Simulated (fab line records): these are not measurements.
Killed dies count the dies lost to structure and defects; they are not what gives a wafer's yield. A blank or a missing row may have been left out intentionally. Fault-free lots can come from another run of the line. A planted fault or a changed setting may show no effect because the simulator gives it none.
A lot that was struck, set against a sound lot :: flow sky130 :: 14 steps out of a route of 708
Sound: the wafers L502.2, L502.3, L502.6. Wafers L493.1, L493.3, L493.6 were the ones struck. The cause is given at the end.
For every step that has rows: the tool of each side, followed by ch and its chambers, followed by its first start. Under that, the readings that differ: sound wafers :: struck wafers :: difference of the means :: sigmas: that difference in standard deviations of wafers without a fault.
alike: words and numbers the same on both sides, and readings whose means are apart by under 2 such deviations; not compared: readings that were withheld, readings missing a value for some wafer, numbers with overlapping values and no deviation given by the record, and bounds like >300 which may hide the same value.
A row with sigmas, a row that says differs or no value, or rows on one side alone: a step with any of these is where the two part. Numbers that have no deviation but don't overlap get no sigmas and don't part them. A reading missing from all wafers of one side parts the sides only when that side holds two or more wafers.

first, 1 step without rows for these wafers: SKY_CAP2M_DEVELOP_11 (develop time 60 s).
SKY_CAP2M_OVL_MEAS_12:
  sound on overlay-02, day 46 01:13; struck on overlay-02, day 44 10:37
  alike: CAP2M_OVL
SKY_CAP2M_METAL_ETCH_13: etches TiN in Cl2/BCl3, stops on SiO2, target depth 220 nm, time 62.9 s.
  sound on rie metal-01 ch 1, day 46 01:14; struck on rie metal-01 ch 1, day 44 10:38
reading: mfc cl2 sccm (sccm)
sound: 60.49 60.36 60.42
struck: 59.94 60.02 60.05
difference: -0.42
sigmas: -2
  alike: bcl3 flow sccm, drypump motor current A, oes product au, throttle valve pct
  not compared: rf hours counter h
SKY_CAP2M_STRIP_14: strips in O2/N2.
  sound on plasma asher-01 ch 0,1, day 46 01:19; struck on plasma asher-03 ch 0,1, day 44 10:43
  alike: drypump motor current A, oes product au, strip time to endpoint s
  not compared: rf hours counter h
then, 8 steps without rows for these wafers: SKY_CAP2M_STRIP_15 (strips in post etch residue remover, time 1200 s); SKY_CAP2M_CLEAN_16 (cleans in IPA, time 180 s); SKY_CAP2M_CLEAN_17 (cleans in O3/DIW); SKY_METAL4_DEHYDRATE_05 (time 60 s); SKY_METAL4_HMDS_06 (prime time 60 s); SKY_METAL4_COAT_07 (resist thk 60 nm); SKY_METAL4_COAT_08 (resist thk 1140 nm); SKY_METAL4_SOFTBAKE_09 (time 90 s).
SKY_METAL4_EXPOSE_10: exposes mask MM4, target cd 300 nm.
  struck on krf scanner-01, day 44 21:26; sound on krf scanner-01 ch 0, day 46 12:39
  no value came back on the struck wafers for exposure dose mJ cm2, focus offset nm (nm), reticle temp C (C), sigma outer; on the sound wafers exposure dose mJ cm2 reads 27.955 28.002 27.977
  alike: mask
after that, 1 step had no rows for these wafers: SKY_METAL4_PEB_11.

## WHERE THEY PART
First at SKY_CAP2M_METAL_ETCH_13; last, within this record, at SKY_METAL4_EXPOSE_10.

WHY: what the simulator had put in
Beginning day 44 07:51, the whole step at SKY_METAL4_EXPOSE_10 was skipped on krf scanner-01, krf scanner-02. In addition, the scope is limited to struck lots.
